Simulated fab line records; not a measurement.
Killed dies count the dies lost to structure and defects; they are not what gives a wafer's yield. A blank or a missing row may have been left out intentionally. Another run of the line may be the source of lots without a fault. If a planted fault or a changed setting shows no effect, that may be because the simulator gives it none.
The same fault as seen by 2 desks	flow sky130	what lay behind the numbers comes last; until then each desk has only its own

## FOR THE TOOL OWNER'S DESK: plasmaAsher-04
The tool's own readings at SKY_LDD_N_STRIP_16 (strips in O2/N2): means of the sampled wafers that have a number, for each lot that ran on this tool. If a lot's mean is further than 4 standard deviations from the usual mean, the lot is out of limits and carries the mark OUT (the distance appears in the brackets).
Columns: A = chamberPressureMTorr at SKY_LDD_N_STRIP_16, usual 1499.9 mTorr; B = drypumpMotorCurrentA at SKY_LDD_N_STRIP_16, usual 5.2 A; C = o2FlowSccm at SKY_LDD_N_STRIP_16, usual 2999 sccm; D = oesProductAu at SKY_LDD_N_STRIP_16, usual 0.406 a.u.; E = stripTimeToEndpointS at SKY_LDD_N_STRIP_16, usual 4.312 s
lot	first seen here	A	B	C	D	E
L806	day 18 11:43	1499.8	5.2	2994	0.411	4.326
L808	day 19 14:24	1501.1	5.0	2997	0.410	4.314
L813	day 20 23:31	1500.6	5.0	3005	0.404	4.320
L814	day 21 16:47	1501.3	5.1	2995	0.405	4.313
L816	day 22 03:01	1501.5	5.0	2998	0.621 (+45) OUT	-
L825	day 26 01:20	1499.5	5.2	2990	0.407	4.319
L827	day 26 06:38	1500.2	5.1	3000	0.403	4.309
L828	day 26 15:53	1500.1	5.0	3007	0.402	4.303
This desk's verdict: out of limits on L816, starting with L816 at day 22 03:01 (oesProductAu at SKY_LDD_N_STRIP_16). In limits: L806, L808, L813, L814, L825, L827, L828.

## AT THE METROLOGY DESK
Means of the sampled wafers that have a number, per lot and without regard to the tool the lot ran on: this is what the gauges read. If a lot's mean is further than 4 standard deviations from the usual mean, the lot is out of limits and carries the mark OUT (the distance appears in the brackets).
Columns: A = cdNm at SKY_FIELD_ISO_CD_MEAS_13, usual 149.5 nm
lot	first seen here	A
L806	day 2 10:50	148.9
L807	day 2 14:29	149.0
L808	day 2 20:16	151.1
L809	day 3 02:20	152.6
L813	day 3 21:42	149.6
L814	day 4 08:36	148.3
L816	day 4 17:05	147.9
L821	day 5 15:33	148.8
L825	day 6 14:05	152.5
L826	day 7 00:41	149.1
L827	day 7 00:47	148.6
L828	day 7 06:22	148.5
This desk's finding: nothing out of limits on any of the 12 lots.

## TAKEN TOGETHER
The tool owner's desk had the chance to raise an alarm at day 22 03:01 on L816.
Nothing out of limits was seen by the metrology desk.
The metrology desk holds a record of L816, inside its limits.
All the named lots went through SKY_LDD_N_STRIP_16 on plasmaAsher-04.

## WHAT THE SIMULATOR PUT IN
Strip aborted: plasmaAsher-04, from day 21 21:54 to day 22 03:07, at SKY_LDD_N_STRIP_16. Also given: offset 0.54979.
Lots struck among those shown: L816.
Each desk's first reading out of limits, in hours after the fault started: the tool owner's desk, 5.
